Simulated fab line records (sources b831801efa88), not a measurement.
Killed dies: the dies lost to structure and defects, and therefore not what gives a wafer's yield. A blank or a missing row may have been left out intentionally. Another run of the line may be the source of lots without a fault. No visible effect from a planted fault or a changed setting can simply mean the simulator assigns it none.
Comparing a struck lot with a sound one :: flow gf180mcu :: 20 steps out of a route of 602
Sound: the wafers L549.1, L549.3, L549.5. Wafers L551.1, L551.2, L551.5 were the ones struck. The cause is named last.
Each step with rows lists, per side, the tool, then ch with its chambers, then its first start. Under that, the readings that differ: sound wafers :: struck wafers :: difference of the means :: sigmas: that difference in standard deviations of wafers without a fault.
alike: readings whose means differ by less than 2 such deviations, and words and numbers that are the same on both sides. not compared: withheld readings, readings that some wafer has no value for, bounds like >300 that may hide the same value, and numbers for which the record gives no deviation and whose values overlap.
Wherever a step has rows on one side only, a row that says differs or no value, or a row with sigmas, the two part there. Numbers that don't overlap but have no deviation are shown without sigmas and don't part them. A reading missing from all wafers of one side parts the sides only when that side holds two or more wafers.

first, 4 steps without rows for these wafers: GF_M1_HMDS_08 (prime time 60 s); GF_M1_COAT_09 (resist thk 1000 nm); GF_M1_SOFTBAKE_10 (time 60 s); GF_M1_EXPOSE_11 (exposes mask Metal1, target cd 230 nm).
GF_M1_PEB_12: peb time 91.55 s.
  sound: litho-track-02 ch 0; struck: litho-track-01 ch 0
  alike: plate-sensor-t-centre-C, plate-sensor-t-edge-C
then, 1 step without rows for these wafers: GF_M1_DEVELOP_13 (develop time 60 s).
GF_M1_CD_MEAS_14: the cd target is 230 nm.
  sound: cd-sem-01 at day 18 16:41; struck: cd-sem-02 at day 19 09:11
reading: cd-nm (nm)
sound: 231.7 232.4 232.1
struck: 229.9 228.6 229.4
difference: -2.8
sigmas: -3
GF_M1_OVL_MEAS_15:
  sound: overlay-01 at day 18 16:48; struck: overlay-02 at day 19 09:18
  alike: M1_OVL
GF_M1_METAL_ETCH_16: etches the open film in Cl2/BCl3, stops on SiO2, target depth 627.5 nm, time 104.6 s.
  sound on rie-metal-01 ch 1, day 18 16:50; struck on rie-metal-01 ch 0,1, day 19 09:20
  alike: drypump-motor-current-A, mfc-cl2-sccm, oes-product-au, throttle-valve-pct
  not compared: rf-hours-counter-h
GF_M1_STRIP_17: strips in O2/N2.
  sound on plasma-asher-03 ch 0,1, day 18 16:57; struck on plasma-asher-01 ch 0,1, day 19 09:27
  alike: drypump-motor-current-A, heater-power-w, oes-product-au, strip-time-to-endpoint-s
  not compared: rf-hours-counter-h
then, 2 steps without rows for these wafers: GF_M1_STRIP_18 (strips in post etch residue remover, time 1200 s); GF_M1_CLEAN_19 (cleans in DIW).
GF_V1_CVD_00: deposits SiO2, target thk 600 nm, time 100 s.
  sound on hdpcvd-01 ch 0,1,2, day 18 17:29; struck on hdpcvd-02 ch 0,2, day 19 10:16
  alike: sih4-flow-sccm
GF_V1_THK_MEAS_01:
  sound: film-metro-02 at day 18 17:33; struck: film-metro-01 at day 19 10:20
reading: V1_CVD_00_THK (nm)
sound: 607 607 602
struck: 1204 1189 1182
difference: +586
sigmas: +99 or more
GF_V1_CVD_02: deposits SiO2 from TEOS, target thk 850 nm, time 94.851 s.
  sound on pecvd-02 ch 0, day 18 17:37; struck on pecvd-03 ch 0,1,2, day 19 10:23
  alike: heater-power-w
GF_V1_THK_MEAS_03:
  sound: film-metro-01 at day 18 17:49; struck: film-metro-02 at day 19 10:28
  alike: V1_CVD_02_THK
GF_V1_CMP_04: polishes SiO2.
  sound on cmp-01 ch 0,2,3, day 18 17:53; struck on cmp-01 ch 0,2,3, day 19 10:34
  alike: motor-current-A, time-to-endpoint-s
GF_V1_BOW_MEAS_05:
  sound: film-metro-03 at day 18 18:11; struck: film-metro-01 at day 19 10:49
reading: V1_BOW (um)
sound: 78 73 73
struck: 109 112 85
difference: +27
sigmas: +3
then, 1 step without rows for these wafers: GF_V1_DEHYDRATE_06 (time 60 s).
-- the record jumps here: 11 days lie between the struck wafers' starts before and after (it left off in module V1 and takes up again in module PASSIVATION, whose first step shown is number 602 of the route) --
GF_PASSIVATION_PROBE_99:
  the record has rows for the struck wafers here (prober-01, day 30 20:53) and none for the sound ones

## WHERE THEY PART
Earliest at GF_M1_CD_MEAS_14; latest, in this record, at GF_PASSIVATION_PROBE_99.

WHY: the cause the simulator had injected
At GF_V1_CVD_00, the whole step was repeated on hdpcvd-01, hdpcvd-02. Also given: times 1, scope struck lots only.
